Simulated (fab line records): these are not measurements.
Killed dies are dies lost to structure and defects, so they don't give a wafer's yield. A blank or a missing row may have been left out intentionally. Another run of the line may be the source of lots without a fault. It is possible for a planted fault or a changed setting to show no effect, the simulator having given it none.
Tool commonality check | flow gf180mcu | 13 lots and 36 wafers in the sample

WHAT PROMPTED THE OPENING
3 of 13 lots carry a flag on the reading HV_LDD_2_TW at GF_HV_LDD_TW_MEAS_23. No-fault wafers: 1058, standard deviation 9.6.
Rule: a lot gets a flag if all its wafers with a number sit over 4 standard deviations from that mean, or if no wafer of it has a number. All remaining lots are regarded as sound.

lot  | measured     | on            | HV_LDD_2_TW, wafer by wafer | flag
L703 | day 10 21:34 | film metro-02 | 1071 1063                   |
L706 | day 11 15:25 | film metro-01 | 1051 1043 1053              |
L707 | day 12 01:49 | film metro-02 | 1069 1068 1067              |
L708 | day 12 08:07 | film metro-03 | 1045 1045 1039              |
L710 | day 13 06:29 | film metro-03 | 1044 1046 1043              |
L715 | day 14 15:38 | film metro-03 | 936 933 930                 | FLAGGED
L716 | day 14 21:44 | film metro-02 | 940 932 941                 | FLAGGED
L718 | day 15 09:47 | film metro-03 | 928 926 924                 | FLAGGED
L721 | day 16 12:32 | film metro-03 | 1053 1052 1053              |
L722 | day 16 18:41 | film metro-03 | 1050 1049 1052              |
L723 | day 17 03:59 | film metro-02 | 1072 1070                   |
L725 | day 17 18:56 | film metro-03 | 1052 1054                   |
L726 | day 17 23:35 | film metro-02 | 1068 1069 1068              |
Average over the flagged lots: 932; offset from the usual -126, equal to -13 standard deviations.

TOOL THAT RAN EACH LOT
The record keeps 1 process step preceding the reading, out of 602 steps on the route. Cell contents, in order: the tool; ch with the chambers the sampled wafers went through; the start.
lot  | flag    | GF_HV_LDD_IMPLANT_21
L703 |         | implanter-01 ch 0, day 10 21:19
L706 |         | implanter-01 ch 0, day 11 15:11
L707 |         | implanter-02 ch 0, day 12 01:34
L708 |         | implanter-02 ch 0, day 12 07:52
L710 |         | implanter-01 ch 0, day 13 06:14
L715 | FLAGGED | implanter-01 ch 0, day 14 15:23
L716 | FLAGGED | implanter-01 ch 0, day 14 21:31
L718 | FLAGGED | implanter-01 ch 0, day 15 09:32
L721 |         | implanter-02 ch 0, day 16 12:19
L722 |         | implanter-02 ch 0, day 16 18:26
L723 |         | implanter-02 ch 0, day 17 03:44
L725 |         | implanter-02 ch 0, day 17 18:44
L726 |         | implanter-03 ch 0, day 17 23:22
What these steps do:
- GF_HV_LDD_IMPLANT_21
- GF_HV_LDD_TW_MEAS_23

FLAGGED AGAINST TOTAL, ONE TOOL AT A TIME (gauges that did the reading follow at the end)
step                 | tool          | lots run | flagged | share of the flagged lots | sound lots run after its first flagged lot
GF_HV_LDD_IMPLANT_21 | implanter-01  | 6        | 3       | all                       | 0
GF_HV_LDD_IMPLANT_21 | implanter-02  | 6        | 0       | none                      | -
GF_HV_LDD_IMPLANT_21 | implanter-03  | 1        | 0       | none                      | -
GF_HV_LDD_TW_MEAS_23 | film metro-01 | 1        | 0       | none                      | -
GF_HV_LDD_TW_MEAS_23 | film metro-02 | 5        | 1       | some                      | 2 (L723,L726)
GF_HV_LDD_TW_MEAS_23 | film metro-03 | 7        | 2       | some                      | 3 (L721,L722,L725)

WHAT THE TABLE ALLOWS
All flagged lots share 1 row of the table, namely implanter-01 at GF_HV_LDD_IMPLANT_21.
- implanter-01 at GF_HV_LDD_IMPLANT_21 ran 6 lots, 3 of them flagged. A fault beginning between L710 (day 13 06:14), its last sound lot, and L715 (day 14 15:23), its first flagged one, fits the data. Its own readings (dose ions cm2, faraday current uA) fall more than 4 standard deviations out on all wafers of the flagged lots.
What remains is a single tool, implanter-01 at GF_HV_LDD_IMPLANT_21.

WHAT THE SIMULATOR HAD INSERTED
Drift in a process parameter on implanter-01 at GF_HV_LDD_IMPLANT_21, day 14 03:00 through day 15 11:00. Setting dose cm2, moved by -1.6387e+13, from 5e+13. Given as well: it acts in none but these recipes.
Shown lots that were struck: L715, L716, L718. The rule above found the same.
